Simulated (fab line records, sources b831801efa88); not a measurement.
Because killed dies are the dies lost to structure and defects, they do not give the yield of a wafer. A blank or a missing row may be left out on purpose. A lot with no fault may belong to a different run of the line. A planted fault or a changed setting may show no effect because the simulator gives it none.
What tool caused it? | flow gf180mcu | 7 lots, 21 wafers sampled, at 2 steps of a route of 602

== WHAT EACH GAUGE READ, for each wafer ==
GF_HV_LDD_TW_MEAS_50.
lot  | measured     | on            | HV_LDD_4_TW
L806 | day 12 15:33 | film_metro-04 | 558 559 561
L810 | day 14 00:02 | film_metro-04 | 570 566 563
L812 | day 14 17:07 | film_metro-01 | 578 577 576
L814 | day 15 13:02 | film_metro-03 | 559 560 557
L818 | day 16 18:08 | film_metro-01 | 575 575 578
L825 | day 19 04:56 | film_metro-01 | 575 578 578
L828 | day 20 00:25 | film_metro-03 | 699 700 700 697 702 699

== EACH LOT AND THE TOOL THAT RAN IT (in order: tool; ch and the chambers of the sampled wafers; start) ==
lot  | GF_HV_LDD_IMPLANT_48
L806 | implanter-04 ch 0, day 12 15:18
L810 | implanter-04 ch 0, day 13 23:49
L812 | implanter-04 ch 0, day 14 16:52
L814 | implanter-01 ch 0, day 15 12:49
L818 | implanter-04 ch 0, day 16 17:53
L825 | implanter-04 ch 0, day 19 04:43
L828 | implanter-03 ch 0, day 19 23:50
- GF_HV_LDD_IMPLANT_48

== THE ANSWER, worked out from the rows above alone ==
Rule: the lots themselves supply what counts as usual. The widest of any qualifying gaps counts: lots, ordered by their means at a reading, are off when they make up no more than a third of the lots, leave a main group of 4 or more, and stand apart from it by 3 or more times the standard deviation of that group's means. The tables above print the reading to a certain number of digits; a main group whose means all agree to those digits is not used. Also off: a lot with no number at a reading for which 4 or more lots have one. Any other lot the step has rows for is counted as sound.
Off: L828, seen at GF_HV_LDD_TW_MEAS_50 (HV_LDD_4_TW). The main group: mean 569, standard deviation 8.
If a tool, at a process step before that reading, ran all the lots that are off and no sound lot after the first of them, it fits. Those tools and the gauges at GF_HV_LDD_TW_MEAS_50 are tried in the same way. Undecided on this evidence; 2 tools fit (implanter-03 at GF_HV_LDD_IMPLANT_48, film_metro-03 at GF_HV_LDD_TW_MEAS_50).

== WHAT THE SIMULATOR HAD PUT IN ==
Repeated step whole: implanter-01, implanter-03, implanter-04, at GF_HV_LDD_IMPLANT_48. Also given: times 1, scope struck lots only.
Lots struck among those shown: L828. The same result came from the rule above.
